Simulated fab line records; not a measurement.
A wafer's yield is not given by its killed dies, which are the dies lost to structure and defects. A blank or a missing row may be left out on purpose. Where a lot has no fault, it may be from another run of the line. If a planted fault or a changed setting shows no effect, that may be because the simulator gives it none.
Which tool is to blame? | flow gf180mcu | Sampling: 14 lots, 42 wafers, 3 of 602 route steps

WHAT THE GAUGES SHOWED, per wafer
GF_STI_CD_MEAS_12: the cd target is 220 nm. Usual: cd_nm at 220.2 nm, with a standard deviation of 1.2.
lot  | measured    | on        | cd_nm (nm)        | flag
L665 | day 2 08:33 | cd_sem-02 | 218.1 218.2 218.4 |
L666 | day 2 12:24 | cd_sem-02 | 222.0 222.1 222.1 |
L667 | day 2 18:39 | cd_sem-01 | 219.8 220.1 220.7 |
L668 | day 2 22:09 | cd_sem-02 | 220.0 219.8 219.7 |
L669 | day 3 04:26 | cd_sem-02 | 219.9 220.2 219.1 |
L671 | day 3 12:45 | cd_sem-02 | 220.8 221.2 222.0 |
L673 | day 3 23:27 | cd_sem-02 | 221.2 219.9 219.9 |
L674 | day 4 04:51 | cd_sem-02 | 220.8 221.4 221.3 |
L676 | day 4 15:03 | cd_sem-02 | 219.9 220.0 221.1 |
L677 | day 4 21:00 | cd_sem-01 | 218.8 218.5 219.1 |
L678 | day 5 01:36 | cd_sem-01 | 218.3 218.8 219.2 |
L679 | day 5 06:21 | cd_sem-02 | 221.4 222.3 221.5 |
L685 | day 6 13:31 | cd_sem-01 | 219.8 221.4 220.2 |
L686 | day 6 18:07 | cd_sem-01 | 220.9 220.6 219.7 |

GF_NWELL_OVL_MEAS_07. Usual: NWELL_OVL -0.1 nm, standard deviation 1.2.
lot  | measured    | on         | NWELL_OVL (nm) | flag
L665 | day 3 16:58 | overlay-01 | -0.5 0.3 -1.2  |
L666 | day 3 18:46 | overlay-02 | 0.9 2.7 1.7    |
L667 | day 4 01:24 | overlay-02 | 0.3 2.2 -0.3   |
L668 | day 4 05:54 | overlay-02 | -1.1 -0.7 0.1  |
L669 | day 4 12:22 | overlay-01 | 0.3 0.0 -0.5   |
L671 | day 4 22:06 | overlay-02 | -0.9 -0.7 -1.5 |
L673 | day 5 08:00 | overlay-01 | -1.6 -1.6 -1.6 |
L674 | day 5 14:41 | overlay-02 | 0.5 1.3 1.4    |
L676 | day 6 03:46 | overlay-01 | -1.9 1.1 -2.2  |
L677 | day 6 12:33 | overlay-01 | 0.6 -0.9 -0.9  |
L678 | day 6 13:50 | overlay-01 | 0.4 -0.6 1.5   |
L679 | day 6 18:27 | overlay-02 | 2.3 1.8 1.1    |
L685 | day 8 03:43 | overlay-02 | 1.9 1.7 0.9    |
L686 | day 8 07:16 | overlay-01 | -0.8 -0.8 -1.3 |

GF_VT_IMPLANT_RS_MEAS_46: measurement is done with a four-point probe. Usual: MVSD_RS 456.7 ohm/sq, standard deviation 1.3.
lot  | measured     | on            | MVSD_RS (ohm/sq)  | flag
L665 | day 8 00:20  | film_metro-03 | 455.7 457.2 455.5 |
L666 | day 8 03:40  | film_metro-03 | 458.2 458.3 457.0 |
L667 | day 8 08:47  | film_metro-01 | 456.0 456.4 456.0 |
L668 | day 8 15:51  | film_metro-01 | 455.8 455.5 455.2 |
L669 | day 8 22:37  | film_metro-01 | 456.4 456.8 456.3 |
L671 | day 9 11:41  | film_metro-01 | 457.2 456.9 457.1 |
L673 | day 10 01:30 | film_metro-02 | 457.3 455.9 455.6 |
L674 | day 10 09:27 | film_metro-01 | 457.3 458.6 456.1 |
L676 | day 11 01:58 | film_metro-01 | 454.9 454.6 455.6 |
L677 | day 11 13:37 | film_metro-02 | 456.9 457.9 457.6 |
L678 | day 11 14:18 | film_metro-01 | 456.0 455.4 454.1 |
L679 | day 11 18:19 | film_metro-02 | 457.7 457.8 458.6 |
L685 | day 13 11:43 | film_metro-01 | 456.0 456.1 457.8 |
L686 | day 13 16:49 | film_metro-01 | 455.6 456.5 455.1 |

TOOL THAT RAN EACH LOT (tool first, then ch and the chambers of the sampled wafers, then the start)
The record shows no process step preceding these readings.

AS READ BY THE TOOLS THEMSELVES (means over the sampled wafers that have a number; for cases with no such wafer, the mark the record gives instead)
The record holds no such reading with a usual standard deviation.

THE ANSWER, worked out from the rows above alone
Rule: a lot counts as off when the mean over its wafers that have a number is more than 3 standard deviations away from the usual mean. Also off: a lot with no number at a reading for which 4 or more lots have one. Any other lot the step has rows for is counted as sound. After the gauges, taken in route order, come the tools' own readings; for these a lot's mean is taken, as printed above. The first step at which some lot is off is used, and at that step the reading that is off furthest; a lot without a number counts as furthest.
No lot is off at any reading shown: from this, nothing can be told.

WHAT HAD BEEN PUT IN BY THE SIMULATOR
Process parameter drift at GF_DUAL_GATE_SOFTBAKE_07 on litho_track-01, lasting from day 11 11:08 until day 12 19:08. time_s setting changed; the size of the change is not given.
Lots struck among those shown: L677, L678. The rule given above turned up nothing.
